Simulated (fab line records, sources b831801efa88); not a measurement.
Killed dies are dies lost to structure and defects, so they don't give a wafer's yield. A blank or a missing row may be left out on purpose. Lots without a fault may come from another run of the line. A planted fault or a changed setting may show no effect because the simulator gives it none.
fab line records | flow gf180mcu
record lots=12 wafers=36 last_day=35
route steps=602 shown V1@350 M2@362 V2@386 V3@431
lots that met no fault: from a run of the same line without faults
start_h: hours from the record's first day to the start of the lot's first wafer shown | wait_h: hours since the lot's step before | " the same as in the row above | L1.1+2: a row that stands for several wafers | - no value, or no start given | * or withheld: withheld | < > ~ a bound
route shown NAME@n: a module of which the file shows steps, and the number in the route of the first | usual: mean/standard deviation of fault-free wafers | same: alike in all rows | chamber/n: place in a boat | sites: the reading at each site | _std_site: their standard deviation | _edge_site: outer sites' mean less inner sites' | radius_mm: how far each site lies from the wafer's centre | mask NAME#n: copy n | behind: the tool/chamber that last shaped the wafer | hold: why the lot was held/for how many hours/how that ended | device: the transistor (n, p or np) that didn't switch | end of line: the same wafers' tests at the end of the route | a step without rows: its recipe alone | killed: dies lost to structure and defects at the first sort, not the wafer's yield | map: a wafer's dies, x killed, . not, _ none there
set.NAME: the setting as run; set.NAME@STEP: as run at that earlier step | model.NAME: the simulator's own value behind a step, which no gauge read
steps of the route over a sample of lots; a table a step, a row a wafer
services: from which hour (start_h, from the record's first day; less than 0 if before it) a tool's chamber was out of use, for how many hours, and why
## steps
# step GF_V1_OVL_MEAS_15
# usual V1_OVL=2/6.1
# columns lot.wafer tool chamber start_h wait_h V1_OVL[nm]
L836.1 overlay-02 - 427.96 0.1 1
L836.2 " - " " -1
L836.4 " - " " -6
L837.1 overlay-02 - 446.31 0.1 8
L837.3 " - " " 3
L837.4 " - " " 11
L842.1 overlay-02 - 490.65 0.1 7
L842.2 " - " " 7
L842.6 " - " " 10
L844.1 overlay-01 - 508.92 0.1 -1
L844.2 " - " " 4
L844.6 " - " " 4
L845.1 overlay-02 - 516.07 0.1 2
L845.2 " - " " 12
L845.3 " - " " 8
L846.1 overlay-01 - 523.35 0.1 -10
L846.4 " - " " -5
L846.6 " - " " 3
L847.1 overlay-01 - 532.30 0.1 1
L847.2 " - " " -2
L847.4 " - " " -3
L848.1 overlay-01 - 536.20 0.1 11
L848.3 " - " " 7
L848.5 " - " " 5
L849.3 overlay-01 - 542.17 0.1 6
L849.4 " - " " 8
L849.5 " - " " 6
L856.3 overlay-01 - 599.22 0.1 7
L856.4 " - " " 4
L856.6 " - " " 2
L857.1 overlay-02 - 611.00 0.1 7
L857.4 " - " " 11
L857.5 " - " " 11
L858.2 overlay-02 - 621.07 0.1 8
L858.4 " - " " 7
L858.6 " - " " 6
# step GF_M2_SPUTTER_00
# recipe material=Ti target_thk_nm=37.5 arriving_ion_energy_ev=80 substrate_temp_c=200 chamber_pressure_pa=2 power_w=4000 time_s=150
# usual throttle_valve_pct=30.4/0.94
# columns lot.wafer tool chamber start_h wait_h throttle_valve_pct
L836.1 pvd_sputter-01 - 429.35 0.2 29.7
L836.2 " - " " 30.6
L836.4 " - " " 30.7
L837.1 pvd_sputter-02 - 447.71 0.2 28.9
L837.3 " - " " 29.5
L837.4 " - " " 31.5
L842.1 pvd_sputter-02 - 492.05 0.1 29.2
L842.2 " - " " 31.6
L842.6 " - " " 29.0
L844.1 pvd_sputter-02 - 510.31 0.1 31.9
L844.2 " - " " 31.1
L844.6 " - " " 31.6
L845.1 pvd_sputter-01 - 517.47 0.2 29.8
L845.2 " - " " 30.2
L845.3 " - " " 30.6
L846.1 pvd_sputter-01 - 524.74 0.2 30.6
L846.4 " - " " 29.7
L846.6 " - " " 30.5
L847.1 pvd_sputter-03 - 533.69 0.2 30.5
L847.2 " - " " 31.0
L847.4 " - " " 30.9
L848.1 pvd_sputter-01 - 537.60 0.1 29.7
L848.3 " - " " 30.5
L848.5 " - " " 30.0
L849.3 pvd_sputter-03 - 543.70 0.1 31.0
L849.4 " - " " 28.8
L849.5 " - " " 30.5
L856.3 pvd_sputter-03 - 600.65 0.1 30.7
L856.4 " - " " 28.8
L856.6 " - " " 30.9
L857.1 pvd_sputter-02 - 612.41 0.2 30.9
L857.4 " - " " 31.5
L857.5 " - " " 29.3
L858.2 pvd_sputter-02 - 622.45 0.2 29.3
L858.4 " - " " 30.8
L858.6 " - " " 31.6
# step GF_V2_CMP_04
# recipe material=SiO2 down_force_psi=4 platen_rpm=60 pad_velocity_m_s=0.94248
# usual edge_zone_pressure_frac=1.000/0.0053 motor_current_A=11.3/0.89 platen_rpm=60.00/0.041 time_to_endpoint_s=83/6
# columns lot.wafer tool chamber start_h wait_h edge_zone_pressure_frac motor_current_A platen_rpm time_to_endpoint_s
L836.1 cmp-01 2 456.02 0.1 1.001 10.6 59.89 78
L836.4 " 3 " " 0.995 11.2 59.98 82
L836.2 " 0 " " 1.005 11.4 59.97 84
L837.1 cmp-01 0 474.03 0.1 0.991 10.8 59.99 87
L837.3 " 2 " " 1.002 11.0 60.05 79
L837.4 " 3 " " 0.994 10.6 59.96 74
L842.2 cmp-02 2 517.47 0.2 1.000 11.7 59.98 77
L842.1 " 3 " " 1.003 9.9 60.00 83
L842.6 " 2 " " 1.001 11.0 59.93 85
L844.1 cmp-02 0 534.68 0.1 1.004 12.7 60.01 84
L844.2 " 2 " " 1.005 12.0 59.99 77
L844.6 " 3 " " 0.995 10.9 59.95 84
L845.3 cmp-01 0 541.99 0.0 1.002 11.5 60.02 88
L845.2 " 1 " " 0.997 10.4 60.07 74
L845.1 " 3 " " 0.996 10.9 60.03 75
L846.4 cmp-01 1 548.89 0.1 0.992 10.9 60.01 81
L846.1 " 2 " " 0.997 11.1 59.96 83
L846.6 " 3 " " 1.002 11.7 60.02 81
L847.1 cmp-01 0 557.71 0.1 1.000 11.3 60.03 83
L847.2 " 1 " " 1.000 10.2 60.07 80
L847.4 " 3 " " 1.000 11.6 60.03 76
L848.3 cmp-02 1 561.81 0.1 1.007 11.7 60.01 74
L848.1 " 2 " " 0.997 11.5 59.94 79
L848.5 " 0 " " 0.994 13.9 59.97 92
L849.4 cmp-02 1 567.72 0.0 0.994 11.5 60.00 80
L849.3 " 2 " " 0.997 11.9 60.00 72
L849.5 " 1 " " 0.996 11.4 60.00 81
L856.3 cmp-01 3 623.31 0.0 0.998 11.7 59.99 82
L856.4 " 1 " " 1.000 10.3 60.03 84
L856.6 " 0 " " 0.993 11.0 60.10 96
L857.1 cmp-01 0 635.79 0.1 0.987 10.8 60.02 78
L857.4 " 1 " " 1.006 10.3 60.05 80
L857.5 " 2 " " 0.997 10.7 60.01 84
L858.2 cmp-02 2 644.32 0.1 1.003 11.0 60.04 72
L858.4 " 3 " " 1.008 10.7 60.00 87
L858.6 " 0 " " 0.995 12.8 60.03 88
# step GF_V3_CVD_02
# recipe material=SiO2 target_thk_nm=850 precursor=TEOS temp_c=400 time_s=94.851 rf_w=600
# usual heater_power_outer_w=358/73 heater_power_w=635/110 run_length_s=122.7/0.47
# columns lot.wafer tool chamber start_h wait_h heater_power_outer_w heater_power_w run_length_s
L836.1 pecvd-03 0 507.59 0.1 348 691 123.6
L836.2 " 1 " " 324 568 122.7
L836.4 " 1 " " 225 468 123.0
L837.1 pecvd-03 2 524.55 0.1 289 502 122.1
L837.3 " 1 " " 232 467 122.8
L837.4 " 1 " " 279 529 122.8
L842.1 pecvd-04 0 566.84 0.1 349 613 122.1
L842.2 " 2 " " 398 635 122.7
L842.6 " 1 " " 320 608 122.1
L844.1 pecvd-04 1 582.14 0.1 357 660 122.4
L844.2 " 2 " " 427 673 122.4
L844.6 " 0 " " 341 605 123.0
L845.1 pecvd-01 1 590.20 0.1 248 461 122.7
L845.2 " 0 " " 421 781 123.3
L845.3 " 2 " " 443 750 122.0
L846.1 pecvd-03 0 595.80 0.1 343 677 123.0
L846.4 " 2 " " 289 501 122.5
L846.6 " 1 " " 231 462 122.8
L847.1 pecvd-03 0 604.73 0.1 317 654 123.7
L847.2 " 1 " " 325 590 122.9
L847.4 " 2 " " 237 408 123.3
L848.1 pecvd-03 2 607.53 0.1 280 482 117.5
L848.3 " 2 " " 307 506 117.3
L848.5 " 0 " " 356 700 118.8
L849.3 pecvd-03 2 614.81 0.0 242 433 117.4
L849.4 " 2 " " 276 479 118.2
L849.5 " 1 " " 320 598 118.2
L856.3 pecvd-01 1 668.30 0.0 312 556 122.6
L856.4 " 0 " " 459 830 123.0
L856.6 " 1 " " 236 469 122.6
L857.1 pecvd-03 1 680.56 0.1 302 544 123.6
L857.4 " 1 " " 318 572 122.8
L857.5 " 0 " " 338 648 123.6
L858.2 pecvd-01 2 687.32 0.0 369 623 122.0
L858.4 " 0 " " 355 667 122.7
L858.6 " 2 " " 434 710 122.7
# step GF_V3_THK_MEAS_03
# recipe reads=SiO2_of_V3_CVD_02
# usual V3_CVD_02_THK=847/15
# columns lot.wafer tool chamber start_h wait_h V3_CVD_02_THK[nm]
L836.1 film_metro-01 - 507.66 0.0 850
L836.2 " - " " 831
L836.4 " - " " 843
L837.1 film_metro-04 - 524.62 0.0 848
L837.3 " - " " 846
L837.4 " - " " 853
L842.1 film_metro-04 - 566.91 0.0 815
L842.2 " - " " 829
L842.6 " - " " 839
L844.1 film_metro-02 - 582.21 0.0 827
L844.2 " - " " 827
L844.6 " - " " 828
L845.1 film_metro-02 - 590.27 0.0 857
L845.2 " - " " 847
L845.3 " - " " 834
L846.1 film_metro-02 - 595.87 0.0 845
L846.4 " - " " 852
L846.6 " - " " 850
L847.1 film_metro-01 - 604.80 0.0 849
L847.2 " - " " 845
L847.4 " - " " 858
L848.1 film_metro-01 - 607.64 0.1 807
L848.3 " - " " 819
L848.5 " - " " 815
L849.3 film_metro-01 - 614.90 0.1 796
L849.4 " - " " 798
L849.5 " - " " 796
L856.3 film_metro-02 - 668.39 0.1 853
L856.4 " - " " 867
L856.6 " - " " 869
L857.1 film_metro-04 - 680.63 0.0 847
L857.4 " - " " 864
L857.5 " - " " 860
L858.2 film_metro-02 - 687.40 0.0 830
L858.4 " - " " 872
L858.6 " - " " 844
## services
# columns tool chamber start_h hours kind
pecvd-03 2 430.47 3.2 repair
cmp-02 - 435.24 2.0 repair
cmp-02 - 453.21 0.9 repair
pvd_sputter-02 - 462.48 3.7 repair
cmp-01 - 479.63 4.9 pm
pvd_sputter-02 - 486.95 2.6 repair
cmp-01 - 487.38 1.6 repair
pvd_sputter-02 - 489.36 2.1 repair
pvd_sputter-02 - 496.24 5.2 repair
pvd_sputter-02 - 502.87 2.3 repair
cmp-01 - 551.70 6.0 pm
cmp-02 - 572.00 4.0 pm
pvd_sputter-02 - 573.06 2.3 repair
pecvd-03 - 574.70 6.0 pm
cmp-02 - 581.91 1.5 repair
pvd_sputter-01 - 584.33 3.7 repair
cmp-02 - 594.59 0.9 repair
pecvd-03 1 606.77 4.3 repair
cmp-02 - 632.75 9.7 pm
cmp-02 - 651.59 0.7 repair
cmp-01 - 662.04 1.9 repair
cmp-01 - 666.77 2.4 repair
pvd_sputter-02 - 675.93 4.2 repair
cmp-01 - 679.07 1.1 repair
## key
first_sign step=GF_V3_CVD_02 reading=run_length_s direction=down sigmas=10 usual=* struck=*
effect step=GF_V3_THK_MEAS_03 reading=V3_CVD_02_THK direction=down sigmas=2.9 usual=847 struck=805
met_at GF_V3_CVD_02
struck_lots L848,L849
baseline_loss step=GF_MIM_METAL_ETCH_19 wafers=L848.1
not_acting_at GF_V1_OVL_MEAS_15,GF_M2_SPUTTER_00,GF_V2_CMP_04
onset_between 604.73 607.53
fault kind=process_parameter_drift tool=pecvd-03 chamber=- onset_h=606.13 steps=GF_V3_CVD_02 channel=time_s offset=* shape=step end_h=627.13 acts_in=* stated=*
# baseline_loss: these wafers lose ten dies or more at that step, a loss of the line's own and not of a fault; the sort's usual values leave them out
